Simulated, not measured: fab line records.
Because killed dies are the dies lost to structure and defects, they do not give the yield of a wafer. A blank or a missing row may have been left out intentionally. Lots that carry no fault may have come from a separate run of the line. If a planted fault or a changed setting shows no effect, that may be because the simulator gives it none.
What tool caused it? + flow gf180mcu + 6 lots, 18 wafers sampled, at 4 steps of a route of 602

== WHAT THE GAUGES SHOWED, per wafer ==
GF_V3_THK_MEAS_01.
| lot  | measured     | on            | V3_CVD_00_THK (nm) |
|------|--------------|---------------|--------------------|
| L278 | day 21 23:49 | film_metro-04 | 595 591 585        |
| L280 | day 22 17:53 | film_metro-02 | 594 601 598        |
| L289 | day 25 20:25 | film_metro-04 | 592 606 609        |
| L295 | day 27 11:39 | film_metro-02 | 492 486 493        |
| L297 | day 28 04:28 | film_metro-02 | 590 605 606        |
| L300 | day 28 23:17 | film_metro-02 | 605 606 600        |

== WHAT TOOL EACH LOT RAN ON (gives the tool, then ch and the chambers of the sampled wafers, and finally the start) ==
| lot  | GF_V2_ETCH_16                      | GF_M3_SPUTTER_01             | GF_V3_CVD_00                     |
|------|------------------------------------|------------------------------|----------------------------------|
| L278 | rie_diel-04 ch 0,1,2, day 20 22:08 | pvd_sputter-04, day 20 23:41 | hdpcvd-01 ch 0,1,2, day 21 23:44 |
| L280 | rie_diel-01 ch 0,2,3, day 21 16:22 | pvd_sputter-02, day 21 17:49 | hdpcvd-01 ch 1,2, day 22 17:47   |
| L289 | rie_diel-03 ch 1,2,3, day 24 21:04 | pvd_sputter-04, day 24 22:31 | hdpcvd-01 ch 0,1,2, day 25 20:20 |
| L295 | rie_diel-03 ch 0,2,3, day 26 13:16 | pvd_sputter-04, day 26 14:45 | hdpcvd-02 ch 0,1,2, day 27 11:35 |
| L297 | rie_diel-04 ch 0,2,3, day 27 06:13 | pvd_sputter-02, day 27 07:40 | hdpcvd-01 ch 1,2, day 28 04:23   |
| L300 | rie_diel-04 ch 0,1,2, day 28 01:07 | pvd_sputter-04, day 28 02:35 | hdpcvd-01 ch 0,1, day 28 23:12   |
- GF_V2_ETCH_16: etches BARC in N2/H2.
- GF_M3_SPUTTER_01: material TiN, target thk 30 nm, time 25 s.
- GF_V3_CVD_00: deposits SiO2, target thk 600 nm, time 100 s.

== THE ANSWER, worked out from the rows above alone ==
Rule: usual is defined by the lots themselves. Put in order of their means at a reading, lots are off if they are a third of the lots or fewer, leave a main group of 4 or more, and stand apart from it by a gap of 3 or more times the standard deviation of the main group's means; of several such gaps the widest counts. Not used: any main group whose means are identical at the precision the tables above print for the reading. Also off: a lot with no number at a reading for which 4 or more lots have one. The other lots that the step has rows for count as sound.
Off: at GF_V3_THK_MEAS_01 (V3_CVD_00_THK), L295. The main group has a mean of 599 nm with a standard deviation of 4.7.
A tool fits if, at a process step before that reading, it ran every lot that is off, and no sound lot after the first of them. The gauges at GF_V3_THK_MEAS_01 are tried like those tools. 2 tools fit, rie_diel-03 at GF_V2_ETCH_16 and hdpcvd-02 at GF_V3_CVD_00, so this cannot tell which one it is.

== WHAT WAS PUT IN BY THE SIMULATOR ==
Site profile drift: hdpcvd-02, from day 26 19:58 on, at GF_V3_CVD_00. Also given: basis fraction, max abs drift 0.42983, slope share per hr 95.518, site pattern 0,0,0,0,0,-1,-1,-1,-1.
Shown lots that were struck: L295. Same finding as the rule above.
